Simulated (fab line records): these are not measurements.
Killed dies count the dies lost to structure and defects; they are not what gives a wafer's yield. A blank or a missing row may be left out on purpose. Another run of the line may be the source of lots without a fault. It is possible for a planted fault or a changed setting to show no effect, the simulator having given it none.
The tool behind it: which one? | flow sfq-line | route of 325 steps, sampled at 1 step: 7 lots, 21 wafers

== WHAT THE GAUGES READ, wafer by wafer ==
SFQ_M1_OVL_MEAS_911.
lot  | measured     | on         | M1_OVL (nm)
L918 | day 23 03:53 | overlay-02 | 2 2 -3
L922 | day 25 01:50 | overlay-01 | 2 -4 2
L930 | day 26 19:25 | overlay-01 | -3 -1 -9
L934 | day 27 06:20 | overlay-01 | -5 6 1
L936 | day 27 08:44 | overlay-01 | 4 3 6
L938 | day 27 11:08 | overlay-01 | 5 2 -6
L940 | day 27 17:08 | overlay-02 | 3 0 -2

== WHAT TOOL EACH LOT RAN ON (gives the tool, then ch and the chambers of the sampled wafers, and finally the start) ==
The record holds no process step before these readings.

== THE ANSWER, worked out from the rows above alone ==
Rule: the lots themselves supply what counts as usual. Put in order of their means at a reading, lots are off if they are a third of the lots or fewer, leave a main group of 4 or more, and stand apart from it by a gap of 3 or more times the standard deviation of the main group's means; of several such gaps the widest counts. A main group whose means are all the same, to the digits that the tables above print for the reading, isn't used. Also off: a lot with no number at a reading for which 4 or more lots have one. Any other lot the step has rows for is counted as sound.
No lot is off on any of the readings shown, so nothing can be concluded from this.

== WHAT HAD BEEN PUT IN BY THE SIMULATOR ==
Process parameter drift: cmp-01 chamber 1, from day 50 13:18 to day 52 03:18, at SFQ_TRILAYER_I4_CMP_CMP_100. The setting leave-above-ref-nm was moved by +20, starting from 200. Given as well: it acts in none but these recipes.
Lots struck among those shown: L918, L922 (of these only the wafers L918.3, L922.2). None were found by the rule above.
